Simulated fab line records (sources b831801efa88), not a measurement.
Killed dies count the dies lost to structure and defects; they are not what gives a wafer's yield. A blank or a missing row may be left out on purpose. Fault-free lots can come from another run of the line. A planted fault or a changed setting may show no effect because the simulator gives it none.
Comparing a struck lot with a sound one + flow gf180mcu + 16 steps out of a route of 602
Sound: these wafers, L245.1, L245.2, L245.4. Struck: wafers L235.2, L235.4, L235.6. The cause is named last.
Order at every step that has rows: each side's tool, ch and its chambers, its first start. Under that, the readings that differ: sound wafers + struck wafers + difference of the means + sigmas: that difference in standard deviations of wafers without a fault.
alike: readings with means less than 2 such deviations apart, plus words and numbers identical on both sides. not compared: withheld readings, readings lacking a value on some wafer, bounds such as >300 that could conceal the same value, and numbers that have no deviation in the record and whose values overlap.
Wherever a step has rows on one side only, a row that says differs or no value, or a row with sigmas, the two part there. Non-overlapping numbers with no deviation appear without sigmas and do not part them. A reading that every wafer of one side lacks parts them only if that side has two wafers or more.

first, 9 steps without rows for these wafers: GF_MIM_STRIP_21 (strips in post etch residue remover, time 1200 s); GF_MIM_CLEAN_22 (cleans in DIW); GF_M5_DEHYDRATE_00 (time 60 s); GF_M5_HMDS_01 (prime time 60 s); GF_M5_COAT_02 (resist thk 1000 nm); GF_M5_SOFTBAKE_03 (time 60 s); GF_M5_EXPOSE_04 (exposes mask Metal5, target cd 280 nm); GF_M5_PEB_05 (peb time 90 s); GF_M5_DEVELOP_06 (develop time 60 s).
GF_M5_CD_MEAS_07 targets a cd of 280 nm.
  sound on cd_sem-02, day 31 19:53; struck on cd_sem-02, day 28 20:01
  alike: cd_nm
GF_M5_OVL_MEAS_08:
  sound on overlay-01, day 31 20:01; struck on overlay-01, day 28 20:07
  alike: M5_OVL
GF_M5_ETCH_09: etches Si3N4 in CF4/O2, target depth 52 nm, time 11.6 s.
  sound on rie_diel-02 ch 1,2,3, day 31 20:03; struck on rie_diel-02 ch 0,2, day 28 20:09
| reading                | sound             | struck            | difference | sigmas |
|------------------------|-------------------|-------------------|------------|--------|
| throttle_valve_pct (%) | 5.946 5.976 5.962 | 5.985 5.983 5.977 | +0.020     | +2     |
  alike: O2_flow_sccm, drypump_motor_current_A, oes_product_au, rf_fwd_power_W
  not compared: rf_hours_counter_h
GF_M5_METAL_ETCH_10: etches the open film in Cl2/BCl3, stops on SiO2, target depth 627.5 nm, time 104.6 s.
  sound on rie_metal-02 ch 0,1, day 31 20:04; struck on rie_metal-02 ch 0,1, day 28 20:10
| reading                             | sound             | struck            | difference | sigmas |
|-------------------------------------|-------------------|-------------------|------------|--------|
| oes_product_au (a.u.)               | 0.958 0.971 0.969 | 0.978 0.979 0.983 | +0.014     | +2     |
| model.KrF_of_M5_COAT_02.thk_nm (nm) | 704.2 703.1 701.3 | 615.2 622.3 619.7 | -83.8      |        |
  alike: drypump_motor_current_A, he_backside_leak_sccm, mfc_cl2_sccm, rf_fwd_power_W, throttle_valve_pct
  not compared: rf_hours_counter_h
GF_M5_STRIP_11: strips in O2/N2.
  sound on plasma_asher-04 ch 0,1, day 31 20:11; struck on plasma_asher-01 ch 0, day 28 20:17
| reading                      | sound             | struck            | difference | sigmas |
|------------------------------|-------------------|-------------------|------------|--------|
| oes_product_au (a.u.)        | 0.542 0.547 0.543 | 0.503 0.514 0.514 | -0.034     | -7     |
| strip_time_to_endpoint_s (s) | 7.57 7.58 7.55    | 6.69 6.78 6.75    | -0.83      | -22    |
  alike: drypump_motor_current_A, heater_power_w
  not compared: rf_hours_counter_h
then, 1 step without rows for these wafers: GF_M5_STRIP_12 (strips in post etch residue remover, time 1200 s).
-- the record jumps here: 3 days lie between the struck wafers' starts before and after (it left off in module M5 and takes up again in module PASSIVATION, whose first step shown is number 602 of the route) --
GF_PASSIVATION_PROBE_99:
  record: rows for the struck wafers here (prober-02, day 31 08:28), none for the sound ones

WHERE THEY PART
At GF_M5_ETCH_09 first; at GF_PASSIVATION_PROBE_99 last (within this record only).

WHY: what the simulator had put in
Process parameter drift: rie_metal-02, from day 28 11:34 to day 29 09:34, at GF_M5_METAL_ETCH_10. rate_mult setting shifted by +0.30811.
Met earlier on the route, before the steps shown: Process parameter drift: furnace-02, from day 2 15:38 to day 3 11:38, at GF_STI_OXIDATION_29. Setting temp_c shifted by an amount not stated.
